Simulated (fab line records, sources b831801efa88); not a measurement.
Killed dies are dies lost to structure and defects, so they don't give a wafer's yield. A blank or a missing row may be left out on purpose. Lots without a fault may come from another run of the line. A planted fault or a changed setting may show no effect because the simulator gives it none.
One fault seen from 2 desks | flow gf180mcu | each desk has only its own numbers; what lay behind them comes last

THE TOOL OWNER'S DESK: litho_track-04
The tool's own readings at GF_NSD_DEVELOP_06 (develop time 60 s): means of the sampled wafers that have a number, for each lot that ran on this tool. A lot is out of limits, marked OUT, if its mean lies more than 4 standard deviations from the usual mean; the brackets give that distance.
Columns: A = chill_plate_temp_C at GF_NSD_DEVELOP_06, usual 22.99 C
lot  | first seen here | A
L544 | day 13 18:30    | 22.94
L546 | day 14 23:07    | 22.96
L553 | day 17 03:29    | 22.92
L555 | day 17 16:16    | 22.93
L565 | day 21 07:35    | 23.02
This desk's finding: nothing out of limits on any of the 5 lots.

THE METROLOGY DESK
What the gauges read, lot by lot, whatever tool the lot ran on: means of the sampled wafers that have a number. A lot is out of limits, marked OUT, if its mean lies more than 4 standard deviations from the usual mean; the brackets give that distance.
Columns: A = cd_nm at GF_NSD_CD_MEAS_07, usual 400.5 nm; B = NSD_TW at GF_NSD_TW_MEAS_12, usual 4261
lot  | first seen here | A     | B
L542 | day 13 07:22    | 397.4 | 4286
L543 | day 13 18:07    | 398.3 | 4239
L544 | day 13 18:38    | 397.2 | 4301
L546 | day 14 23:16    | 399.1 | 4280
L553 | day 17 03:38    | 408.5 | 4306
L555 | day 17 16:25    | 409.5 | 4300
L558 | day 19 07:52    | 400.4 | 4272
L559 | day 19 08:45    | 401.0 | 4287
L561 | day 20 03:49    | 401.2 | 4181
L562 | day 20 11:39    | 400.2 | 4295
L563 | day 20 14:49    | 400.7 | 4287
L564 | day 20 21:58    | 397.2 | 4197
L565 | day 21 07:44    | 398.7 | 4209
This desk's finding: nothing out of limits on any of the 13 lots.

PUT TOGETHER
The tool owner's desk saw nothing out of limits.
The metrology desk saw nothing out of limits.

WHAT THE SIMULATOR HAD PUT IN
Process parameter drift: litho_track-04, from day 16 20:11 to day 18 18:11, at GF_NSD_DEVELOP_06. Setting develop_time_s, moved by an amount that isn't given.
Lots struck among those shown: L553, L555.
